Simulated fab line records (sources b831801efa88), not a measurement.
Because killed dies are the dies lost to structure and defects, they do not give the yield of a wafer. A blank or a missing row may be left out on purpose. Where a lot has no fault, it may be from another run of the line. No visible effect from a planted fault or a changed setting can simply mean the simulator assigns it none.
2 desks looking at one fault || flow sky130 || numbers are kept per desk, each desk with only its own; the story behind them comes last

== TOOL OWNER'S DESK, rie_diel-01 ==
The tool's own readings at SKY_POLY_GATE_ETCH_15 (etches BARC in N2/H2, stops on SiO2, time 118.5 s, target depth 110 nm): means of the sampled wafers that have a number, for each lot that ran on this tool. If a lot's mean is further than 4 standard deviations from the usual mean, the lot is out of limits and carries the mark OUT (the distance appears in the brackets).
Columns: A = drypump_motor_current_A at SKY_POLY_GATE_ETCH_15, usual 5.8 A; B = oes_product_au at SKY_POLY_GATE_ETCH_15, usual 0.717 a.u.; C = throttle_valve_pct at SKY_POLY_GATE_ETCH_15, usual 13.215 %
{"lot": "L832", "first seen here": "day 19 08:32", "A": 5.8, "B": 0.720, "C": 13.211}
{"lot": "L840", "first seen here": "day 22 05:05", "A": 5.7, "B": 0.717, "C": 13.216}
{"lot": "L841", "first seen here": "day 22 09:47", "A": 5.7, "B": 0.716, "C": 13.208}
This desk's verdict: no lot among the 3 shows anything out of limits.

== METROLOGY DESK ==
What the gauges read for every lot (on any tool): the sampled wafers with a number, averaged. If a lot's mean is further than 4 standard deviations from the usual mean, the lot is out of limits and carries the mark OUT (the distance appears in the brackets).
Columns: A = POLY_GATE_CVD_03_THK at SKY_POLY_GATE_THK_MEAS_04, usual 75.4 nm; B = cd_nm at SKY_POLY_GATE_CD_MEAS_13, usual 150.5 nm; C = POLY_GATE_OVL at SKY_POLY_GATE_OVL_MEAS_14, usual 3 nm; D = cd_nm at SKY_POLY_GATE_CD_MEAS_22, usual 150.3 nm
{"lot": "L828", "first seen here": "day 16 13:02", "A": 74.8, "B": 150.3, "C": -3, "D": 149.8}
{"lot": "L832", "first seen here": "day 18 02:28", "A": 74.9, "B": 149.9, "C": 6, "D": 150.0}
{"lot": "L840", "first seen here": "day 20 21:35", "A": 74.0, "B": 150.4, "C": 0, "D": 145.2}
{"lot": "L841", "first seen here": "day 21 02:02", "A": 75.2, "B": 150.9, "C": 0, "D": 146.7}
{"lot": "L844", "first seen here": "day 22 01:47", "A": 75.5, "B": 148.9, "C": -4, "D": 148.9}
{"lot": "L848", "first seen here": "day 23 13:11", "A": 75.6, "B": 149.1, "C": 12, "D": 148.2}
This desk's verdict: no lot among the 6 shows anything out of limits.

== TAKEN TOGETHER ==
The desk of the tool owner found nothing out of limits.
Nothing out of limits was seen by the metrology desk.

== WHAT THE SIMULATOR HAD PUT IN ==
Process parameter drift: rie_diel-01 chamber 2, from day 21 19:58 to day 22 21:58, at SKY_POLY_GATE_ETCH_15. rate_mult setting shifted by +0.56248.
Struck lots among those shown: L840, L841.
